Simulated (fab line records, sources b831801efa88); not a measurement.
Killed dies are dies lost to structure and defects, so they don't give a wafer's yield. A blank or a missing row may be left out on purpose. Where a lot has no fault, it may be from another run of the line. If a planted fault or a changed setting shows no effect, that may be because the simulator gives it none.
Chamber matching || flow gf180mcu || 4 sister chambers for GF_V4_CMP_04 on cmp-02
The step polishes SiO2. 8 wafers are shown with their chamber, then 12 later ones without.

== EACH WAFER AND ITS CHAMBER ==
{"wafer": "L079.3", "chamber": 3, "motor-current-A (A)": 9.9, "time-to-endpoint-s (s)": 77}
{"wafer": "L079.6", "chamber": 3, "motor-current-A (A)": 10.2, "time-to-endpoint-s (s)": 85}
{"wafer": "L081.1", "chamber": 0, "motor-current-A (A)": 11.3, "time-to-endpoint-s (s)": 90}
{"wafer": "L081.5", "chamber": 0, "motor-current-A (A)": 11.5, "time-to-endpoint-s (s)": 83}
{"wafer": "L082.4", "chamber": 2, "motor-current-A (A)": 11.1, "time-to-endpoint-s (s)": 88}
{"wafer": "L084.1", "chamber": 2, "motor-current-A (A)": 11.7, "time-to-endpoint-s (s)": 90}
{"wafer": "L084.4", "chamber": 1, "motor-current-A (A)": 12.9, "time-to-endpoint-s (s)": 89}
{"wafer": "L084.5", "chamber": 1, "motor-current-A (A)": 13.2, "time-to-endpoint-s (s)": 89}

== WAFERS WITH NO CHAMBER GIVEN ==
{"wafer": "L089.1", "motor-current-A (A)": 10.2, "time-to-endpoint-s (s)": 86}
{"wafer": "L089.2", "motor-current-A (A)": 11.0, "time-to-endpoint-s (s)": 80}
{"wafer": "L089.3", "motor-current-A (A)": 11.6, "time-to-endpoint-s (s)": 75}
{"wafer": "L089.4", "motor-current-A (A)": 12.9, "time-to-endpoint-s (s)": 80}
{"wafer": "L089.5", "motor-current-A (A)": 10.5, "time-to-endpoint-s (s)": 86}
{"wafer": "L089.6", "motor-current-A (A)": 11.2, "time-to-endpoint-s (s)": 80}
{"wafer": "L091.2", "motor-current-A (A)": 12.0, "time-to-endpoint-s (s)": 73}
{"wafer": "L091.3", "motor-current-A (A)": 11.6, "time-to-endpoint-s (s)": 74}
{"wafer": "L091.6", "motor-current-A (A)": 11.1, "time-to-endpoint-s (s)": 77}
{"wafer": "L097.2", "motor-current-A (A)": 11.3, "time-to-endpoint-s (s)": 79}
{"wafer": "L097.4", "motor-current-A (A)": 9.9, "time-to-endpoint-s (s)": 85}
{"wafer": "L097.5", "motor-current-A (A)": 12.7, "time-to-endpoint-s (s)": 87}

== WHICH CHAMBER EACH WENT THROUGH ==
{"wafer": "L089.1", "from the rows above": 3, "in truth": 3}
{"wafer": "L089.2", "from the rows above": "can't be placed: 0 or 2 or 3", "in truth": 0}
{"wafer": "L089.3", "from the rows above": "can't be placed: 0 or 2", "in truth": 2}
{"wafer": "L089.4", "from the rows above": 1, "in truth": 1}
{"wafer": "L089.5", "from the rows above": "can't be placed: 3 or 0 or 2", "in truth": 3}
{"wafer": "L089.6", "from the rows above": "can't be placed: 0 or 2", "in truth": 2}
{"wafer": "L091.2", "from the rows above": "can't be placed: 0 or 2 or 1", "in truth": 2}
{"wafer": "L091.3", "from the rows above": "can't be placed: 0 or 2", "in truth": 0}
{"wafer": "L091.6", "from the rows above": "can't be placed: 0 or 2 or 3", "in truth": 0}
{"wafer": "L097.2", "from the rows above": "can't be placed: 0 or 2", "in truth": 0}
{"wafer": "L097.4", "from the rows above": 3, "in truth": 3}
{"wafer": "L097.5", "from the rows above": 1, "in truth": 1}
Correctly placed: 4 of 12. Cannot be placed on the basis of these rows: 8; the candidates contain the true chamber in 8. Placed wrongly: 0.
How it was worked out, from the rows above alone: a wafer's distance from a chamber is the root of the sum, over the readings, of the square of ((its reading less the chamber's mean) divided by the reading's scatter). The wafer belongs to the nearest chamber; if the next one is less than 2 further off, it can't be placed. For every chamber, the mean is computed from those of its wafers that are shown. The scatter: take each reading less its chamber's mean, square it, sum over the shown wafers, divide by the number of wafers less the number of chambers, and take the root.
